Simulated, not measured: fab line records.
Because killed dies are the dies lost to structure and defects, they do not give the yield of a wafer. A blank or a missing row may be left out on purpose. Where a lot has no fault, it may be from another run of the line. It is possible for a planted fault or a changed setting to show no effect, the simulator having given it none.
Split-lot study -- flow sky130 -- 23 wafers read from 5 lots, route of 708 steps

THE SPLIT ITSELF
At SKY_METAL1_DEVELOP_14 (develop time 60 s), the setting dev-temp-c was moved away from the recipe's 21 C on 9 of the 23 wafers read, by -14.3% to +17.2%. For the rest of the wafers, this setting stayed at what the recipe calls for.

There is no step in the file separating the split from the reading.

THE READING
cd-nm (nm) at SKY_METAL1_CD_MEAS_15, where the cd target is 140 nm. Typical for fault-free wafers on this fab line: 139.5 nm, with standard deviation 1.1 nm.

wafer,"tool, chamber at the split","dev-temp-c as run, C",against the recipe,"cd-nm, nm",against lot-mates on the recipe
L074.1,"litho-track-02, 0",21,recipe,139.1,-
L074.2,"litho-track-02, 0",24.62,+17.2%,135.7,-3.1
L074.3,"litho-track-02, 0",24.62,+17.2%,134.1,-4.7
L074.4,"litho-track-02, 0",21,recipe,137.9,-
L074.6,"litho-track-02, 0",21,recipe,139.4,-
L076.2,"litho-track-03, 0",19.1,-9.0%,141.8,+1.8
L076.3,"litho-track-03, 0",21,recipe,139.6,-
L076.4,"litho-track-03, 0",19.1,-9.0%,141.5,+1.4
L076.5,"litho-track-03, 0",19.1,-9.0%,141.3,+1.2
L076.6,"litho-track-03, 0",21,recipe,140.5,-
L078.1,"litho-track-01, 0",22.83,+8.7%,139.0,-1.7
L078.2,"litho-track-01, 0",21,recipe,141.6,-
L078.3,"litho-track-01, 0",22.83,+8.7%,138.3,-2.4
L078.4,"litho-track-01, 0",21,recipe,140.8,-
L078.6,"litho-track-01, 0",21,recipe,139.6,-
L080.2,"litho-track-02, 0",21,recipe,139.1,-
L080.4,"litho-track-02, 0",21,recipe,138.6,-
L080.6,"litho-track-02, 0",21,recipe,137.9,-
L084.1,"litho-track-03, 0",21,recipe,139.6,-
L084.2,"litho-track-03, 0",21,recipe,140.8,-
L084.3,"litho-track-03, 0",21,recipe,138.4,-
L084.4,"litho-track-03, 0",17.99,-14.3%,142.1,+2.5
L084.6,"litho-track-03, 0",17.99,-14.3%,141.5,+1.9

THE FIT
A straight line over all 23 wafers: cd-nm changes by -0.21 nm for each +1% of dev-temp-c; r = -0.85; the points scatter about the line by 1 nm.
The same after taking each lot's own level away (the mean of its wafers on the recipe; 23 wafers): -0.195 nm for each +1%; r = -0.92; scatter 0.7 nm.
According to that fit, moving dev-temp-c by its largest amount changes the reading by 3.4 nm.
The lots' own levels span 138.53 to 140.67 nm, that is 1.9 times the standard deviation above.
The two slopes agree, so the slope changes little with the lot-to-lot level.
Check: for one of the wafers moved furthest among these (+17.2%), held out of the fit, the line's prediction against its lot-mates is -3.67 nm. Against them it came out at -3.1 nm.

OTHER SPLITS ON THESE WAFERS
Note: prior to the reading, these wafers also went through further splits. Each is held against what the fit with the lots' levels taken away leaves over:
other split on the same wafers,wafers away from the commonest value,r with cd-nm (lot level and that fit taken away)
SKY_METAL1_SPUTTER_02 time-s,8,-0.16

THE WHOLE CHAIN: every reading that the file lists as answering this split, in the file's order
step,what it does,reading,change (the file's fit),r (the file's)
SKY_METAL1_CD_MEAS_15,target cd 140 nm,cd-nm,-0.196 nm for each +1% of the setting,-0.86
SKY_METAL1_DESCUM_17,"chemistry O2, time 8 s","METAL1.cd-nm (the simulator's own value, which no gauge read)",-0.21 nm for each +1% of the setting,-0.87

FILE'S OWN FIT
cd-nm changes by -0.196 nm for each +1% of dev-temp-c, r = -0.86.
